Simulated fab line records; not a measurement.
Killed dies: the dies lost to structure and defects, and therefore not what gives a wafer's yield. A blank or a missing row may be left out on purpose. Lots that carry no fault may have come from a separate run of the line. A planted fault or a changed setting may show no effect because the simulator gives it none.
fab line records	flow sky130
record: lots: 13	wafers: 39	last-day: 50
route steps=708 shown FIELD_ISO@5 NWELL@34 DNWELL@39
lots with no fault: from the same line, run without faults
start-h: hours from the record's opening day to when the first of the lot's shown wafers began	wait-h: time in hours since the lot's previous step	" identical to the entry in the row above	L1.1+2: a single row standing in for several wafers	- no value present, or no start provided	* or withheld: withheld	< > ~ a bound
route shown NAME@n: a module of which the file shows steps, and the number in the route of the first	usual: mean and standard deviation over wafers with no fault	same: alike in all rows	chamber/n: place in a boat	sites: per-site readings	_std_site: how widely they spread, as a standard deviation	_edge_site: the outer-site mean with the inner-site mean subtracted	radius-mm: how far each site lies from the wafer's centre	mask NAME#n: copy n	behind: the most recent tool/chamber to have shaped the wafer	hold: what put the lot on hold/how long, in hours/how the hold closed	device: the n, p or np transistor that did not switch	end of line: tests run on the same wafers once the route is complete	a step without rows: its recipe alone	killed: not the wafer's yield, but the dies lost to structure and defects at the first sort	map: a wafer's dies, marking killed ones x, the rest . and places with no die _
set.NAME: the setting as run; set.NAME@STEP: as run at that earlier step	model.NAME: the simulator's own value behind a step, which no gauge read
the route's steps for a sample of lots (tables are steps, rows are wafers)
services: from which hour (start-h, from the record's first day; less than 0 if before it) a tool's chamber was out of use, for how many hours, and why
== steps ==
step: SKY_FIELD_ISO_THK_MEAS_04
recipe: reads: Si3N4_of_FIELD_ISO_CVD_03
usual: FIELD_ISO_CVD_03_THK: 165.8/1.6
lot.wafer	tool	chamber	start-h	wait-h	FIELD_ISO_CVD_03_THK[nm]
L835.1	film-metro-02	-	15.01	0.0	167.2
L835.3	"	-	"	"	167.6
L835.4	"	-	"	"	167.1
L836.1	film-metro-02	-	19.62	0.0	162.6
L836.2	"	-	"	"	163.4
L836.5	"	-	"	"	162.6
L837.1	film-metro-03	-	24.15	0.0	165.1
L837.4	"	-	"	"	165.2
L837.5	"	-	"	"	164.4
L840.2	film-metro-03	-	40.43	0.0	165.7
L840.4	"	-	"	"	166.8
L840.6	"	-	"	"	166.5
L841.3	film-metro-03	-	44.98	0.0	166.7
L841.4	"	-	"	"	167.4
L841.6	"	-	"	"	166.9
L842.3	film-metro-01	-	51.95	0.0	165.1
L842.4	"	-	"	"	165.2
L842.5	"	-	"	"	165.2
L845.2	film-metro-02	-	64.33	0.0	168.6
L845.3	"	-	"	"	167.4
L845.5	"	-	"	"	168.5
L846.1	film-metro-03	-	68.93	0.0	162.6
L846.2	"	-	"	"	163.1
L846.6	"	-	"	"	161.9
L848.3	film-metro-01	-	78.50	0.0	165.3
L848.4	"	-	"	"	166.8
L848.6	"	-	"	"	167.0
L852.1	film-metro-01	-	102.04	0.0	167.1
L852.2	"	-	"	"	167.1
L852.5	"	-	"	"	167.8
L856.4	film-metro-02	-	121.15	0.0	163.3
L856.5	"	-	"	"	162.2
L856.6	"	-	"	"	162.6
L857.3	film-metro-01	-	125.34	0.0	165.5
L857.4	"	-	"	"	165.9
L857.6	"	-	"	"	166.4
L858.2	film-metro-03	-	129.53	0.0	163.7
L858.3	"	-	"	"	165.4
L858.5	"	-	"	"	164.1
step: SKY_FIELD_ISO_ETCH_15
recipe: chemistry: CHF3/O2	target-depth-nm: 180	stop-on: Si	source-w: 600	bias-w: 200	pressure-mtorr: 40	chf3-flow-sccm: 50	O2_flow_sccm: 5	time-s: 72
usual: O2_flow_sccm: 5.000/0.017	chamber-pressure-mTorr: 40.00/0.041	drypump-motor-current-A: 5.6/0.45	oes-product-au: 0.948/0.0071	throttle-valve-pct: 8.846/0.0097
lot.wafer	tool	chamber	start-h	wait-h	O2_flow_sccm	chamber-pressure-mTorr	drypump-motor-current-A	oes-product-au	rf-hours-counter-h	throttle-valve-pct
L835.1	rie-diel-01	3	30.11	0.0	4.999	39.90	5.6	0.959	47	8.846
L835.3	"	1	"	"	4.985	40.00	5.2	0.954	5	8.835
L835.4	"	2	"	"	5.022	40.03	6.3	0.953	27	8.857
L836.1	rie-diel-03	3	34.61	0.0	4.967	40.02	5.1	0.937	41	8.837
L836.2	"	1	"	"	4.991	40.05	6.3	0.933	169	8.838
L836.5	"	0	"	"	5.014	40.13	5.3	0.935	-	8.848
L837.1	rie-diel-03	3	39.13	0.0	4.980	40.03	5.1	0.936	41	8.836
L837.4	"	0	"	"	5.001	39.98	5.3	0.953	87	8.848
L837.5	"	1	"	"	5.004	39.94	6.2	0.941	-	8.842
L840.2	rie-diel-02	0	56.38	0.0	5.009	39.95	5.3	0.946	13	8.847
L840.4	"	2	"	"	4.971	40.02	5.3	0.950	41	8.846
L840.6	"	1	"	"	5.012	40.00	6.0	0.948	-	8.853
L841.3	rie-diel-03	3	60.32	0.0	4.972	39.98	5.1	0.955	41	8.841
L841.4	"	0	"	"	5.008	39.98	5.3	0.953	88	8.845
L841.6	"	2	"	"	4.978	40.02	6.1	0.958	-	8.855
L842.3	rie-diel-03	2	67.92	0.0	4.996	40.01	6.1	0.944	152	8.845
L842.4	"	3	"	"	4.966	39.98	5.1	0.943	41	8.847
L842.5	"	1	"	"	4.999	40.01	6.2	0.947	-	8.852
L845.2	rie-diel-01	2	80.66	0.0	5.007	39.93	6.3	0.959	28	8.847
L845.3	"	0	"	"	5.008	39.95	5.8	0.954	63	8.843
L845.5	"	1	"	"	5.011	39.95	5.2	0.963	-	8.850
L846.1	rie-diel-03	0	86.51	0.0	4.994	39.95	5.3	0.936	88	8.837
L846.2	"	3	"	"	5.023	40.06	5.1	0.943	42	8.836
L846.6	"	2	"	"	4.985	39.99	6.1	0.931	-	8.828
L848.3	rie-diel-03	2	96.33	0.0	4.975	39.96	6.1	0.944	153	8.845
L848.4	"	3	"	"	4.994	40.02	5.1	0.946	-	8.848
L848.6	"	0	"	"	5.038	40.04	5.3	0.954	-	8.822
L852.1	rie-diel-02	1	119.78	0.0	4.975	39.99	5.9	0.954	1	8.845
L852.2	"	2	"	"	4.994	40.01	5.3	0.953	42	8.844
L852.5	"	3	"	"	4.995	39.95	5.2	0.959	-	8.851
L856.4	rie-diel-03	3	140.17	0.0	4.986	40.02	5.1	0.943	43	8.848
L856.5	"	2	"	"	5.008	40.00	6.1	0.935	-	8.829
L856.6	"	3	"	"	5.001	40.01	5.1	0.937	-	8.829
L857.3	rie-diel-02	2	144.57	0.0	5.006	40.03	5.3	0.949	43	8.843
L857.4	"	3	"	"	5.013	40.01	5.2	0.949	23	8.859
L857.6	"	1	"	"	4.975	40.14	6.0	0.948	-	8.840
L858.2	rie-diel-01	0	149.21	0.0	5.001	39.99	5.8	0.941	64	8.852
L858.3	"	1	"	"	5.005	40.06	5.3	0.948	7	8.854
L858.5	"	2	"	"	4.990	40.04	6.3	0.943	-	8.850
step: SKY_NWELL_THK_MEAS_02
recipe: reads: SiO2_of_NWELL_OXIDATION_01
usual: NWELL_OXIDATION_THK: 9.90/0.17
lot.wafer	tool	chamber	start-h	wait-h	NWELL_OXIDATION_THK[nm]
L835.1	film-metro-03	-	40.21	0.0	9.77
L835.3	"	-	"	"	9.59
L835.4	"	-	"	"	9.67
L836.1	film-metro-01	-	41.60	0.0	9.59
L836.2	"	-	"	"	9.71
L836.5	"	-	"	"	9.69
L837.1	film-metro-04	-	50.43	0.0	10.16
L837.4	"	-	"	"	10.27
L837.5	"	-	"	"	10.27
L840.2	film-metro-01	-	63.23	0.0	9.94
L840.4	"	-	"	"	9.89
L840.6	"	-	"	"	9.95
L841.3	film-metro-03	-	66.58	0.0	9.79
L841.4	"	-	"	"	9.96
L841.6	"	-	"	"	9.76
L842.3	film-metro-04	-	73.63	0.0	9.50
L842.4	"	-	"	"	9.51
L842.5	"	-	"	"	9.61
L845.2	film-metro-01	-	86.90	0.0	10.26
L845.3	"	-	"	"	10.13
L845.5	"	-	"	"	10.20
L846.1	film-metro-03	-	96.62	0.0	9.81
L846.2	"	-	"	"	9.91
L846.6	"	-	"	"	9.62
L848.3	film-metro-03	-	110.14	0.1	9.97
L848.4	"	-	"	"	9.96
L848.6	"	-	"	"	9.95
L852.1	film-metro-04	-	127.43	0.0	10.06
L852.2	"	-	"	"	9.79
L852.5	"	-	"	"	9.95
L856.4	film-metro-03	-	146.55	0.0	9.99
L856.5	"	-	"	"	10.11
L856.6	"	-	"	"	10.00
L857.3	film-metro-01	-	153.64	0.0	9.94
L857.4	"	-	"	"	9.88
L857.6	"	-	"	"	9.88
L858.2	film-metro-01	-	159.11	0.0	10.08
L858.3	"	-	"	"	10.13
L858.5	"	-	"	"	10.06
step: SKY_DNWELL_EXPOSE_04
recipe: mask-id: DNM	na: 0.57	target-cd-nm: 3000	dose-mj: 222
usual: focus-offset-nm: 0.0/0.48
lot.wafer	tool	chamber	start-h	wait-h	mask	focus-offset-nm
L835.1	iline-stepper-01	0	47.85	-	DNM#0	-0.1
L835.3	"	0	"	"	DNM#0	0.1
L835.4	"	0	"	"	DNM#0	0.3
L836.1	iline-stepper-02	0	49.78	-	DNM#0	0.0
L836.2	"	0	"	"	DNM#0	-0.1
L836.5	"	0	"	"	DNM#0	0.7
L837.1	iline-stepper-02	0	57.83	-	DNM#0	-1.2
L837.4	"	0	"	"	DNM#0	0.6
L837.5	"	0	"	"	DNM#0	0.1
L840.2	iline-stepper-02	0	71.99	-	DNM#0	0.3
L840.4	"	0	"	"	DNM#0	-0.2
L840.6	"	0	"	"	DNM#0	0.3
L841.3	iline-stepper-02	0	75.02	-	DNM#0	0.0
L841.4	"	0	"	"	DNM#0	0.7
L841.6	"	0	"	"	DNM#0	0.2
L842.3	iline-stepper-02	0	81.82	-	DNM#0	0.3
L842.4	"	0	"	"	DNM#0	0.0
L842.5	"	0	"	"	DNM#0	0.0
L845.2	iline-stepper-01	0	95.87	-	DNM#0	0.5
L845.3	"	0	"	"	DNM#0	0.4
L845.5	"	0	"	"	DNM#0	0.8
L846.1	iline-stepper-01	0	105.70	-	DNM#0	-0.7
L846.2	"	0	"	"	DNM#0	-0.2
L846.6	"	0	"	"	DNM#0	0.7
L848.3	iline-stepper-02	0	119.11	-	NWM#0	0.4
L848.4	"	0	"	"	NWM#0	0.0
L848.6	"	0	"	"	NWM#0	0.4
L852.1	iline-stepper-02	0	136.92	-	DNM#0	0.3
L852.2	"	0	"	"	DNM#0	1.4
L852.5	"	0	"	"	DNM#0	-0.1
L856.4	iline-stepper-02	0	156.56	-	DNM#0	-0.2
L856.5	"	0	"	"	DNM#0	0.4
L856.6	"	0	"	"	DNM#0	-0.3
L857.3	iline-stepper-02	0	163.12	-	DNM#0	-0.7
L857.4	"	0	"	"	DNM#0	-0.3
L857.6	"	0	"	"	DNM#0	-0.2
L858.2	iline-stepper-02	0	169.12	-	DNM#0	-0.2
L858.3	"	0	"	"	DNM#0	0.0
L858.5	"	0	"	"	DNM#0	-0.7
step: SKY_DNWELL_TW_MEAS_09
usual: DNWELL_TW: 1115/11
lot.wafer	tool	chamber	start-h	wait-h	DNWELL_TW
L835.1	film-metro-01	-	55.88	0.1	1121
L835.3	"	-	"	"	1126
L835.4	"	-	"	"	1129
L836.1	film-metro-03	-	57.60	0.1	1114
L836.2	"	-	"	"	1116
L836.5	"	-	"	"	1110
L837.1	film-metro-01	-	65.75	0.1	1122
L837.4	"	-	"	"	1117
L837.5	"	-	"	"	1123
L840.2	film-metro-04	-	80.16	0.1	1110
L840.4	"	-	"	"	1112
L840.6	"	-	"	"	1115
L841.3	film-metro-01	-	83.40	0.1	1124
L841.4	"	-	"	"	1122
L841.6	"	-	"	"	1125
L842.3	film-metro-03	-	90.62	0.1	1119
L842.4	"	-	"	"	1109
L842.5	"	-	"	"	1115
L845.2	film-metro-03	-	104.56	0.1	1105
L845.3	"	-	"	"	1110
L845.5	"	-	"	"	1106
L846.1	film-metro-04	-	114.35	0.1	1121
L846.2	"	-	"	"	1119
L846.6	"	-	"	"	1122
L848.3	film-metro-01	-	128.50	0.1	30
L848.4	"	-	"	"	30
L848.6	"	-	"	"	30
L852.1	film-metro-03	-	146.85	0.1	1099
L852.2	"	-	"	"	1101
L852.5	"	-	"	"	1099
L856.4	film-metro-04	-	166.83	0.1	1128
L856.5	"	-	"	"	1128
L856.6	"	-	"	"	1123
L857.3	film-metro-03	-	173.45	0.1	1102
L857.4	"	-	"	"	1100
L857.6	"	-	"	"	1107
L858.2	film-metro-01	-	179.41	0.1	1125
L858.3	"	-	"	"	1133
L858.5	"	-	"	"	1132
step: SKY_NWELL_TW_MEAS_15
usual: NWELL_TW: 1817/21
lot.wafer	tool	chamber	start-h	wait-h	NWELL_TW
L835.1	film-metro-04	-	89.38	0.1	1814
L835.3	"	-	"	"	1822
L835.4	"	-	"	"	1826
L836.1	film-metro-03	-	92.31	0.1	1822
L836.2	"	-	"	"	1825
L836.5	"	-	"	"	1812
L837.1	film-metro-04	-	100.50	0.1	1824
L837.4	"	-	"	"	1832
L837.5	"	-	"	"	1829
L840.2	film-metro-03	-	116.66	0.1	1808
L840.4	"	-	"	"	1797
L840.6	"	-	"	"	1793
L841.3	film-metro-04	-	117.97	0.1	1815
L841.4	"	-	"	"	1823
L841.6	"	-	"	"	1830
L842.3	film-metro-01	-	127.48	0.1	1851
L842.4	"	-	"	"	1842
L842.5	"	-	"	"	1843
L845.2	film-metro-04	-	142.50	0.1	1826
L845.3	"	-	"	"	1831
L845.5	"	-	"	"	1821
L846.1	film-metro-03	-	152.81	0.1	1795
L846.2	"	-	"	"	1796
L846.6	"	-	"	"	1797
L848.3	film-metro-04	-	168.16	0.1	1942
L848.4	"	-	"	"	1935
L848.6	"	-	"	"	1923
L852.1	film-metro-03	-	189.11	0.1	1795
L852.2	"	-	"	"	1792
L852.5	"	-	"	"	1785
L856.4	film-metro-01	-	210.07	0.1	1840
L856.5	"	-	"	"	1842
L856.6	"	-	"	"	1849
L857.3	film-metro-01	-	216.66	0.1	1841
L857.4	"	-	"	"	1853
L857.6	"	-	"	"	1843
L858.2	film-metro-01	-	223.92	0.1	1845
L858.3	"	-	"	"	1844
L858.5	"	-	"	"	1842
== services ==
tool	chamber	start-h	hours	kind
rie-diel-03	0	9.81	9.1	repair
rie-diel-01	-	13.30	4.3	pm
rie-diel-02	1	14.63	-	clean
rie-diel-02	1	14.63	30.6	scheduled-down
rie-diel-02	1	14.63	30.6	vent-cycle
iline-stepper-02	-	24.07	1.7	pm
rie-diel-02	2	35.69	5.9	repair
rie-diel-03	1	75.96	-	clean
rie-diel-03	1	75.96	-	consumable-replace:esc
rie-diel-03	1	75.96	24.1	scheduled-down
rie-diel-03	1	75.96	24.1	vent-cycle
rie-diel-02	1	77.58	14.4	repair
rie-diel-02	-	85.15	2.8	pm
rie-diel-03	2	87.74	4.2	repair
rie-diel-03	0	108.76	5.6	repair
rie-diel-03	1	118.91	3.4	repair
rie-diel-02	-	122.40	0.6	repair
rie-diel-01	2	124.13	4.0	repair
iline-stepper-02	-	128.00	3.7	repair
iline-stepper-02	0	140.87	-	calibration
iline-stepper-01	-	156.48	1.7	pm
rie-diel-03	2	161.07	-	clean
rie-diel-03	2	161.07	15.6	scheduled-down
rie-diel-03	2	161.07	15.6	vent-cycle
== key ==
first-sign: step: SKY_DNWELL_EXPOSE_04	reading: mask	direction: changed
effect: step: SKY_DNWELL_TW_MEAS_09	reading: DNWELL_TW	direction: down	sigmas: 99+	usual: 1115	struck: 30
effect: step: SKY_NWELL_TW_MEAS_15	reading: NWELL_TW	direction: up	sigmas: 5.6	usual: 1817	struck: 1933
met-at SKY_DNWELL_EXPOSE_04
struck-lots L848
sort-left-out L848.3,L848.4,L848.6
tester-left-out L848
not-acting-at SKY_FIELD_ISO_THK_MEAS_04,SKY_FIELD_ISO_ETCH_15,SKY_NWELL_THK_MEAS_02
onset-between 81.82 119.11
fault: kind: wrong-mask	tool: any	chamber: -	onset-h: 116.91	steps: SKY_DNWELL_EXPOSE_04	aux-copy: NWM#0	scope: struck-lots-only
tester-left-out: of these lots the tester's yield and bins aren't shown, on N5 and GAA mostly nor the transistor test; their killed dies are dies lost to structure and defects alone, not to doping, threshold or leakage, so they don't give the yield
sort-left-out: the simulated sort isn't trusted on such a fault, so these wafers' sort isn't shown, and their yield isn't known
